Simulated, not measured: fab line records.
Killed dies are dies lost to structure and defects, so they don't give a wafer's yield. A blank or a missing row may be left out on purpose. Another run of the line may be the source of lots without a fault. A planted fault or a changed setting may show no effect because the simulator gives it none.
Shared-tool check ; flow gf180mcu ; 51 wafers sampled across 13 lots

## WHAT PROMPTED THE OPENING
Flagged at GF_HV_LDD_CD_MEAS_19: reading cd-nm, on 4 of 13 lots. No-fault wafers: 401.4 nm, standard deviation 2.5.
Rule: a lot is flagged in two cases, either no wafer of it has a number, or all its wafers with numbers fall more than 4 standard deviations from that mean. The other lots count as sound.

lot;measured;on;cd-nm (nm), wafer by wafer;flag
L581;day 10 20:41;cd-sem-02;403.8 404.4 402.2;
L582;day 11 02:04;cd-sem-02;399.3 401.6 400.4;
L583;day 11 13:44;cd-sem-01;398.9 400.9 399.6;
L584;day 11 17:31;cd-sem-01;397.7 395.7 397.8;
L588;day 13 01:47;cd-sem-01;384.4 385.6 386.4 384.5 384.8 386.8;FLAGGED
L590;day 13 16:58;cd-sem-02;384.8 385.3 384.5 384.9 385.8 384.8;FLAGGED
L591;day 14 03:53;cd-sem-02;384.1 385.7 384.1 384.5 385.9 384.2;FLAGGED
L592;day 14 07:08;cd-sem-01;402.7 401.3 403.0;
L593;day 14 14:49;cd-sem-02;389.0 390.0 389.5 388.9 390.0 389.4;FLAGGED
L595;day 15 06:05;cd-sem-02;402.1 402.9 401.6;
L597;day 15 19:29;cd-sem-01;405.9 405.8 406.1;
L601;day 17 03:28;cd-sem-02;405.6 404.4 406.1;
L603;day 17 20:01;cd-sem-01;402.0 400.0 401.6;
The mean of the flagged lots' numbers is 386.2 nm, -15.2 nm from the usual (-6 standard deviations).

## LOT BY LOT: THE TOOL USED
The record holds 1 process step before the reading, out of a route of 602 steps. Each cell gives the tool, then ch followed by the chambers the sampled wafers passed through, then the start.
lot;flag;GF_HV_LDD_EXPOSE_16
L581;;iline-stepper-01 ch 0, day 10 12:05
L582;;iline-stepper-02 ch 0, day 10 17:04
L583;;iline-stepper-01 ch 0, day 11 04:40
L584;;iline-stepper-02 ch 0, day 11 08:29
L588;FLAGGED;iline-stepper-01 ch 0, day 12 16:08
L590;FLAGGED;iline-stepper-01 ch 0, day 13 07:04
L591;FLAGGED;iline-stepper-01 ch 0, day 13 17:41
L592;;iline-stepper-02 ch 0, day 13 21:01
L593;FLAGGED;iline-stepper-01 ch 0, day 14 05:03
L595;;iline-stepper-02 ch 0, day 14 19:23
L597;;iline-stepper-02 ch 0, day 15 09:02
L601;;iline-stepper-02 ch 0, day 16 17:03
L603;;iline-stepper-02 ch 0, day 17 09:06
What these steps do:
- GF_HV_LDD_EXPOSE_16: exposes mask Pplus LV AREA, target cd 400 nm.
- GF_HV_LDD_CD_MEAS_19: target cd 400 nm.

## FLAGGED AGAINST TOTAL, ONE TOOL AT A TIME (gauges that did the reading follow at the end)
step;tool;lots run;flagged;share of the flagged lots;sound lots run after its first flagged lot
GF_HV_LDD_EXPOSE_16;iline-stepper-01;6;4;all;0
GF_HV_LDD_EXPOSE_16;iline-stepper-02;7;0;none;-
GF_HV_LDD_CD_MEAS_19;cd-sem-01;6;1;some;3 (L592,L597,L603)
GF_HV_LDD_CD_MEAS_19;cd-sem-02;7;3;some;2 (L595,L601)

## WHAT THE TABLE ALLOWS
Rows of the table that ran each flagged lot: 1, that is iline-stepper-01 at GF_HV_LDD_EXPOSE_16.
- iline-stepper-01 at GF_HV_LDD_EXPOSE_16: 4 of its 6 lots flagged. It ran its last sound lot, L583, at day 11 04:40 and its first flagged lot, L588, at day 12 16:08: a fault with its onset between the two fits. Its own readings lie more than 4 standard deviations out on every wafer of the flagged lots: exposure-dose-mJ-cm2.
One tool is left: iline-stepper-01 at GF_HV_LDD_EXPOSE_16.

## WHAT HAD BEEN PUT IN BY THE SIMULATOR
Drift in process parameters on iline-stepper-01 at GF_HV_LDD_EXPOSE_16, starting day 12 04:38. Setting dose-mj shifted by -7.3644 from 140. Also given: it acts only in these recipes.
Struck lots among those shown: L588, L590, L591, L593. The rule given above showed the same thing.
